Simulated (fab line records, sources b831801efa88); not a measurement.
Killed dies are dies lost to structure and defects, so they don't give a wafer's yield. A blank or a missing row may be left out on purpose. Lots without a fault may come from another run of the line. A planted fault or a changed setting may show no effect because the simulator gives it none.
fab line records | flow sky130
record lots=6 wafers=18 last_day=50
route steps=708 shown PAD_OPEN@694
lots that met no fault: from a run of the same line without faults
start_h: hours from the record's first day to the start of the lot's first wafer shown | wait_h: hours since the lot's step before | " the same as in the row above | L1.1+2: a row that stands for several wafers | - no value, or no start given | * or withheld: withheld | < > ~ a bound
route shown NAME@n: a module of which the file shows steps, and the number in the route of the first | usual: mean/standard deviation of fault-free wafers | same: alike in all rows | chamber/n: place in a boat | sites: the reading at each site | _std_site: their standard deviation | _edge_site: outer sites' mean less inner sites' | radius_mm: how far each site lies from the wafer's centre | mask NAME#n: copy n | behind: the tool/chamber that last shaped the wafer | hold: why the lot was held/for how many hours/how that ended | device: the transistor (n, p or np) that didn't switch | end of line: the same wafers' tests at the end of the route | a step without rows: its recipe alone | killed: dies lost to structure and defects at the first sort, not the wafer's yield | map: a wafer's dies, x killed, . not, _ none there
set.NAME: the setting as run; set.NAME@STEP: as run at that earlier step | model.NAME: the simulator's own value behind a step, which no gauge read
lots at some steps of the route; a table a step, a row a wafer
services: from which hour (start_h, from the record's first day; less than 0 if before it) a tool's chamber was out of use, for how many hours, and why
## steps
# step SKY_PAD_OPEN_DEHYDRATE_00
# recipe temp_c=200 time_s=60
# step SKY_PAD_OPEN_HMDS_01
# recipe prime_time_s=60 prime_temp_c=120
# step SKY_PAD_OPEN_COAT_02
# recipe spin_rpm=2000 resist_thk_nm=3000
# step SKY_PAD_OPEN_SOFTBAKE_03
# recipe temp_c=110 time_s=withheld
# step SKY_PAD_OPEN_EXPOSE_04
# recipe mask_id=PDM target_cd_nm=60000 na=0.57 dose_mj=260
# step SKY_PAD_OPEN_PEB_05
# recipe temp_c=115 time_s=withheld
# step SKY_PAD_OPEN_DEVELOP_06
# recipe develop_time_s=60 dev_temp_c=23
# step SKY_PAD_OPEN_ETCH_07
# recipe chemistry=CF4/O2 target_depth_nm=725 stop_on=AlCu source_w=800 bias_w=150 pressure_mtorr=150 cf4_flow_sccm=80 O2_flow_sccm=10 time_s=161.1
# usual drypump_motor_current_A=5.7/0.41 oes_product_au=0.976/0.0084 rf_fwd_power_W=797.3/2.4 throttle_valve_pct=5.963/0.0089
# columns lot.wafer tool chamber start_h wait_h drypump_motor_current_A oes_product_au rf_fwd_power_W rf_hours_counter_h throttle_valve_pct
L449.3 rie_diel-04 2 1140.49 - 5.8 0.978 796.3 10 5.957
L449.4 " 3 " " 6.0 0.976 799.6 21 5.963
L449.6 " 0 " " 6.1 0.982 799.3 - 5.955
L450.2 rie_diel-01 1 1142.19 - 5.4 0.976 797.7 18 5.972
L450.3 " 3 " " 6.3 0.980 800.9 3 5.968
L450.5 " 0 " " 5.9 0.988 797.6 - 5.963
L451.4 rie_diel-01 1 1145.19 - 5.4 0.977 794.5 - 5.958
L451.5 " 0 " " 5.9 0.993 794.6 - 5.964
L451.6 " 3 " " 6.3 0.987 798.7 - 5.958
L453.3 rie_diel-01 1 1164.04 - 5.4 0.977 795.2 19 5.967
L453.4 " 2 " " 5.0 0.962 795.6 8 5.954
L453.5 " 2 " " 5.0 0.978 794.8 - 5.967
L459.1 rie_diel-04 1 1187.39 - 6.0 0.973 791.2 4 5.957
L459.2 " 2 " " 5.8 0.975 793.2 11 5.975
L459.3 " 0 " " 6.1 0.968 798.8 12 5.974
L461.1 rie_diel-02 3 1197.57 - 5.5 0.980 801.0 11 5.966
L461.4 " 1 " " 5.5 0.967 793.8 27 5.956
L461.5 " 3 " " 5.5 0.986 800.9 - 5.981
# step SKY_PAD_OPEN_STRIP_08
# recipe chemistry=O2/N2 power_w=1400 pressure_mtorr=1500 platen_temp_c=withheld overash_fraction=0.7 o2_flow_sccm=3000 n2_flow_sccm=300
# usual drypump_motor_current_A=5.5/0.31 o2_flow_sccm=3002/9.2 oes_product_au=0.663/0.0046 strip_time_to_endpoint_s=37.04/0.1
# columns lot.wafer tool chamber start_h wait_h drypump_motor_current_A o2_flow_sccm oes_product_au rf_hours_counter_h strip_time_to_endpoint_s
L449.3 plasma_asher-01 0 1140.63 0.1 5.5 2994 0.674 - 37.28
L449.4 " 1 " " 5.2 3002 0.661 - 37.29
L449.6 " 1 " " 5.2 3003 0.657 - 37.37
L450.2 plasma_asher-03 1 1142.29 0.1 6.1 2993 0.661 102 37.11
L450.3 " 1 " " 6.1 2996 0.664 - 37.09
L450.5 " 1 " " 6.1 3000 0.662 - 37.09
L451.4 plasma_asher-04 0 1145.28 0.0 5.1 3001 0.669 - 36.90
L451.5 " 0 " " 5.1 3006 0.657 - 36.99
L451.6 " 1 " " 5.6 3001 0.665 - 36.92
L453.3 plasma_asher-04 1 1164.18 0.1 5.6 2990 0.668 - 36.89
L453.4 " 0 " " 5.1 2998 0.660 - 36.94
L453.5 " 0 " " 5.1 3004 0.665 - 37.00
L459.1 plasma_asher-04 1 1187.49 0.1 5.7 3016 0.665 12 36.95
L459.2 " 0 " " 5.1 3011 0.657 12 36.95
L459.3 " 0 " " 5.1 3005 0.662 - 36.97
L461.1 plasma_asher-04 0 1197.68 0.1 5.1 3000 0.662 13 37.08
L461.4 " 0 " " 5.1 3013 0.669 - 36.91
L461.5 " 0 " " 5.1 2999 0.661 - 37.03
# step SKY_PAD_OPEN_STRIP_09
# recipe chemistry=post_etch_residue_remover time_s=1157 temp_c=72.5
# step SKY_PAD_OPEN_CLEAN_10
# recipe chemistry=IPA time_s=180 temp_c=25
# step SKY_PAD_OPEN_CLEAN_11
# recipe chemistry=O3/DIW dry=n2_spin
# step SKY_PAD_OPEN_ANNEAL_12
# recipe temp_c=400 time_s=withheld ambient=N2/H2 idle_temp_c=300 ramp_up_c_per_min=8 ramp_down_c_per_min=4
# usual ramp_down_c_per_min=4.0001/0.00078 ramp_up_c_per_min=8.0002/0.0017 zone_power_bottom_pct=6.6/0.3
# columns lot.wafer tool chamber start_h wait_h ramp_down_c_per_min ramp_up_c_per_min zone_power_bottom_pct
L449.3 furnace-01 0 1141.19 0.0 3.9990 8.0004 6.3
L449.4 " 0 " " 3.9999 7.9997 6.3
L449.6 " 0 " " 4.0004 8.0007 6.2
L450.2 furnace-02 - 1142.88 0.0 - - -
L450.3 " - " " - - -
L450.5 " - " " - - -
L451.4 furnace-01 - 1145.84 0.0 - - -
L451.5 " - " " - - -
L451.6 " - " " - - -
L453.3 furnace-01 0 1164.74 0.0 3.9995 7.9993 6.3
L453.4 " 0 " " 4.0000 7.9992 6.2
L453.5 " 0 " " 3.9997 7.9996 6.3
L459.1 furnace-02 0 1188.16 0.0 3.9988 8.0012 6.9
L459.2 " 0 " " 3.9994 8.0022 6.8
L459.3 " 0 " " 3.9990 8.0010 6.8
L461.1 furnace-02 0 1198.27 0.0 4.0001 7.9986 6.9
L461.4 " 0 " " 3.9997 8.0014 6.8
L461.5 " 0 " " 3.9987 7.9986 7.0
# step SKY_PAD_OPEN_BOW_MEAS_13
# recipe mode=bow
# usual PAD_OPEN_BOW=48/8.8
# columns lot.wafer tool chamber start_h wait_h PAD_OPEN_BOW[um]
L449.3 film_metro-02 - 1142.73 - 52
L449.4 " - " " 52
L449.6 " - " " 54
L450.2 film_metro-03 - 1144.40 - 111
L450.3 " - " " 90
L450.5 " - " " 121
L451.4 film_metro-03 - 1147.40 - 106
L451.5 " - " " 100
L451.6 " - " " 102
L453.3 film_metro-02 - 1166.28 - 53
L453.4 " - " " 45
L453.5 " - " " 54
L459.1 film_metro-02 - 1189.66 - 67
L459.2 " - " " 48
L459.3 " - " " 48
L461.1 film_metro-02 - 1199.77 - 42
L461.4 " - " " 60
L461.5 " - " " 54
# step SKY_PAD_OPEN_PROBE_99
# usual defect_limited_yield=82.3/2.1 killed_at_M0_to_M3=44/7.3 killed_at_M4_up=3.3/1.8 killed_at_contacts=24/5.3 killed_at_front_end=16/5 killed_at_other=0.2/0.51 killed_dies=87/10 killed_open=47/7.5 killed_short=40/6.3
# same gross_dies=492 killed_at_back_side=0
# columns lot.wafer tool chamber start_h wait_h defect_limited_yield[%] killed_at_M0_to_M3 killed_at_M4_up killed_at_contacts killed_at_front_end killed_at_other killed_dies killed_open killed_short model.etest.res_xhigh_po.line_ohm_um model.etest.nfet_16v.r_on_ohm_um model.etest.pfet_g5v0d10v5.r_on_ohm_um model.etest.res_xhigh_po.rs_ohm_sq model.etest.pfet_01v8.r_on_ohm_um model.etest.nfet_g5v0d10v5.r_on_ohm_um model.etest.nfet_01v8.r_on_ohm_um model.etest.sonos_uncharged.r_on_ohm_um
L449.3 prober-01 - 1142.91 0.2 82.5 32 2 31 21 0 86 45 41 5257 1.44e+04 4920 1818 2806 1946 822.1 809.4
L449.4 prober-01 - 1142.96 0.2 80.3 46 0 32 19 0 97 54 43 5540 1.46e+04 4864 1959 2881 1963 842.2 814.5
L449.6 prober-01 - 1143.06 0.2 88.0 29 5 18 7 0 59 28 31 5473 1.465e+04 5020 1894 2832 1965 842.3 806.2
L450.2 prober-02 - 1144.55 0.1 83.3 36 5 24 17 0 82 38 44 6565 1.523e+04 5427 2305 3164 2154 923.1 893.9
L450.3 prober-02 - 1144.60 0.2 86.2 38 2 15 13 0 68 37 31 6618 1.553e+04 5294 2306 3097 2136 919.7 882.7
L450.5 prober-02 - 1144.70 0.2 83.9 43 3 21 11 1 79 43 36 6778 1.542e+04 5384 2364 3111 2152 926.1 869.3
L451.4 prober-01 - 1147.61 0.2 78.7 44 4 40 17 0 105 55 50 6684 1.544e+04 5414 2344 3211 2187 927.9 894.7
L451.5 prober-01 - 1147.66 0.2 83.7 33 5 28 12 2 80 38 42 6798 1.53e+04 5375 2430 3294 2185 962.3 893.9
L451.6 prober-01 - 1147.71 0.2 82.3 38 2 27 20 0 87 38 49 6754 1.547e+04 5385 2355 3215 2170 928.8 896.8
L453.3 prober-01 - 1166.46 0.2 76.8 46 5 36 27 0 114 70 44 5663 1.468e+04 5003 2012 2900 1970 842.8 829.9
L453.4 prober-01 - 1166.51 0.2 81.9 50 1 17 21 0 89 53 36 5690 1.462e+04 4977 2022 2912 1974 858.1 830.5
L453.5 prober-01 - 1166.56 0.2 83.1 42 2 22 17 0 83 39 44 5848 1.45e+04 4892 2044 2801 1936 836.3 822.7
L459.1 prober-01 - 1189.78 0.1 80.7 44 4 35 12 0 95 51 44 5506 1.477e+04 4968 1954 2958 1955 828.6 819.8
L459.2 prober-01 - 1189.83 0.1 77.6 51 6 29 24 0 110 62 48 5564 1.456e+04 4940 1972 3007 1989 823.4 826.6
L459.3 prober-01 - 1189.88 0.2 82.1 40 5 24 19 0 88 33 55 5462 1.468e+04 4868 1945 2944 1962 818.2 816.7
L461.1 prober-01 - 1199.89 0.1 86.2 41 3 17 7 0 68 37 31 5803 1.465e+04 4847 2032 2891 1955 843.6 816
L461.4 prober-01 - 1200.04 0.2 84.1 40 5 21 12 0 78 38 40 5756 1.461e+04 4946 2043 2945 1986 842.6 840.8
L461.5 prober-01 - 1200.09 0.2 81.7 46 4 30 10 0 90 53 37 5646 1.463e+04 4921 1977 2964 1976 865.3 838.1
# killed by level:class
L449.3 CONTACT:geometric_particle:open=10 CONTACT:geometric_particle:short=9 FIELD_ISO:geometric_particle:open=7 LI_CONTACT:geometric_particle:open=7 VIA1:geometric_particle:open=7 LOCAL_INTERCONNECT:geometric_particle:short=4 FIELD_ISO:geometric_particle:short=4 METAL1:geometric_particle:short=4
L449.4 VIA3:geometric_particle:open=10 CONTACT:geometric_particle:open=8 LI_CONTACT:geometric_particle:open=8 CONTACT:geometric_particle:short=8 VIA1:geometric_particle:open=7 VIA2:geometric_particle:open=6 FIELD_ISO:geometric_particle:open=5 METAL2:geometric_particle:short=5
L449.6 VIA1:geometric_particle:open=7 CONTACT:geometric_particle:short=6 VIA2:geometric_particle:open=5 LOCAL_INTERCONNECT:geometric_particle:short=4 METAL1:geometric_particle:short=4 LI_CONTACT:geometric_particle:open=3 CONTACT:geometric_particle:open=3 VIA3:geometric_particle:open=3
L450.2 CONTACT:geometric_particle:open=10 VIA1:geometric_particle:short=7 VIA3:geometric_particle:open=7 POLY_GATE:geometric_particle:short=6 POLY_GATE:geometric_particle:open=6 METAL1:geometric_particle:short=6 LI_CONTACT:geometric_particle:open=5 CONTACT:geometric_particle:short=4
L450.3 VIA1:geometric_particle:open=8 VIA1:geometric_particle:short=6 FIELD_ISO:geometric_particle:short=5 FIELD_ISO:geometric_particle:open=5 CONTACT:geometric_particle:open=5 LI_CONTACT:geometric_particle:open=4 CONTACT:geometric_particle:short=4 VIA2:geometric_particle:short=4
L450.5 VIA1:geometric_particle:open=11 CONTACT:geometric_particle:short=7 LI_CONTACT:geometric_particle:open=6 VIA2:geometric_particle:open=6 VIA3:geometric_particle:open=6 POLY_GATE:geometric_particle:short=5 CONTACT:geometric_particle:open=5 METAL1:geometric_particle:short=4
L451.4 LI_CONTACT:geometric_particle:open=13 CONTACT:geometric_particle:open=9 CONTACT:geometric_particle:short=7 METAL1:geometric_particle:short=7 METAL2:geometric_particle:open=6 FIELD_ISO:geometric_particle:open=5 VIA2:geometric_particle:open=5 LOCAL_INTERCONNECT:geometric_particle:short=5
L451.5 CONTACT:geometric_particle:open=8 LI_CONTACT:geometric_particle:open=8 VIA1:geometric_particle:open=7 LOCAL_INTERCONNECT:geometric_particle:short=7 VIA3:geometric_particle:open=6 FIELD_ISO:geometric_particle:short=5 METAL1:geometric_particle:short=5 METAL2:geometric_particle:short=5
L451.6 LI_CONTACT:geometric_particle:open=8 FIELD_ISO:geometric_particle:open=7 LOCAL_INTERCONNECT:geometric_particle:short=7 METAL2:geometric_particle:short=7 VIA1:geometric_particle:open=6 VIA2:geometric_particle:open=5 POLY_GATE:geometric_particle:short=5 CONTACT:geometric_particle:short=5
L453.3 CONTACT:geometric_particle:open=12 VIA2:geometric_particle:open=11 FIELD_ISO:geometric_particle:open=10 LI_CONTACT:geometric_particle:open=10 VIA1:geometric_particle:open=9 CONTACT:geometric_particle:short=7 VIA1:geometric_particle:short=7 FIELD_ISO:geometric_particle:short=6
L453.4 VIA1:geometric_particle:open=11 FIELD_ISO:geometric_particle:open=8 VIA3:geometric_particle:open=7 METAL1:geometric_particle:short=6 LI_CONTACT:geometric_particle:open=5 CONTACT:geometric_particle:open=5 VIA1:geometric_particle:short=5 VIA2:geometric_particle:open=5
L453.5 VIA3:geometric_particle:open=9 CONTACT:geometric_particle:open=9 FIELD_ISO:geometric_particle:short=5 POLY_GATE:geometric_particle:open=5 CONTACT:geometric_particle:short=5 METAL1:geometric_particle:short=5 VIA1:geometric_particle:open=5 METAL2:geometric_particle:short=5
L459.1 CONTACT:geometric_particle:open=13 LI_CONTACT:geometric_particle:open=11 VIA1:geometric_particle:open=9 METAL1:geometric_particle:short=8 VIA2:geometric_particle:open=8 METAL2:geometric_particle:short=5 FIELD_ISO:geometric_particle:short=4 CONTACT:geometric_particle:short=4
L459.2 VIA2:geometric_particle:open=14 VIA1:geometric_particle:open=11 FIELD_ISO:geometric_particle:short=10 CONTACT:geometric_particle:open=9 LI_CONTACT:geometric_particle:open=9 LOCAL_INTERCONNECT:geometric_particle:short=8 VIA3:geometric_particle:open=7 METAL2:geometric_particle:short=6
L459.3 METAL1:geometric_particle:short=9 CONTACT:geometric_particle:short=7 POLY_GATE:geometric_particle:short=6 LI_CONTACT:geometric_particle:open=6 METAL2:geometric_particle:short=6 FIELD_ISO:geometric_particle:open=5 FIELD_ISO:geometric_particle:short=5 VIA3:geometric_particle:open=5
L461.1 CONTACT:geometric_particle:open=7 METAL2:geometric_particle:short=7 METAL1:geometric_particle:short=6 VIA1:geometric_particle:open=6 CONTACT:geometric_particle:short=4 VIA2:geometric_particle:open=4 VIA3:geometric_particle:open=4 FIELD_ISO:geometric_particle:open=3
L461.4 VIA3:geometric_particle:open=10 CONTACT:geometric_particle:open=7 VIA1:geometric_particle:open=7 METAL1:geometric_particle:short=6 FIELD_ISO:geometric_particle:short=5 LI_CONTACT:geometric_particle:open=5 LOCAL_INTERCONNECT:geometric_particle:short=5 METAL2:geometric_particle:short=5
L461.5 CONTACT:geometric_particle:open=11 VIA3:geometric_particle:open=9 VIA1:geometric_particle:open=8 LI_CONTACT:geometric_particle:open=7 VIA2:geometric_particle:open=7 LOCAL_INTERCONNECT:geometric_particle:short=6 VIA1:geometric_particle:short=6 FIELD_ISO:geometric_particle:open=5
## services
# columns tool chamber start_h hours kind
plasma_asher-01 - 1130.71 4.0 pm
rie_diel-01 - 1133.69 0.3 repair
rie_diel-01 2 1145.09 2.4 repair
rie_diel-02 2 1145.82 10.2 repair
rie_diel-01 0 1146.47 3.7 repair
furnace-01 - 1175.10 3.6 pm
rie_diel-04 1 1190.76 1.7 repair
## key
first_sign step=SKY_PAD_OPEN_ANNEAL_12 reading=tool_record direction=missing
effect step=SKY_PAD_OPEN_BOW_MEAS_13 reading=PAD_OPEN_BOW direction=up sigmas=6.5 usual=48 struck=105
model_effect step=SKY_PAD_OPEN_PROBE_99 value=etest.res_xhigh_po.line_ohm_um without=5486 struck=6700
met_at SKY_PAD_OPEN_ANNEAL_12
struck_wafers L450.2,L450.3,L450.5,L451.4,L451.5,L451.6
onset_between 1141.19 1142.88
fault kind=skipped_step_whole tool=furnace-01,furnace-02 chamber=- onset_h=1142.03 steps=SKY_PAD_OPEN_ANNEAL_12 scope=struck_lots_only
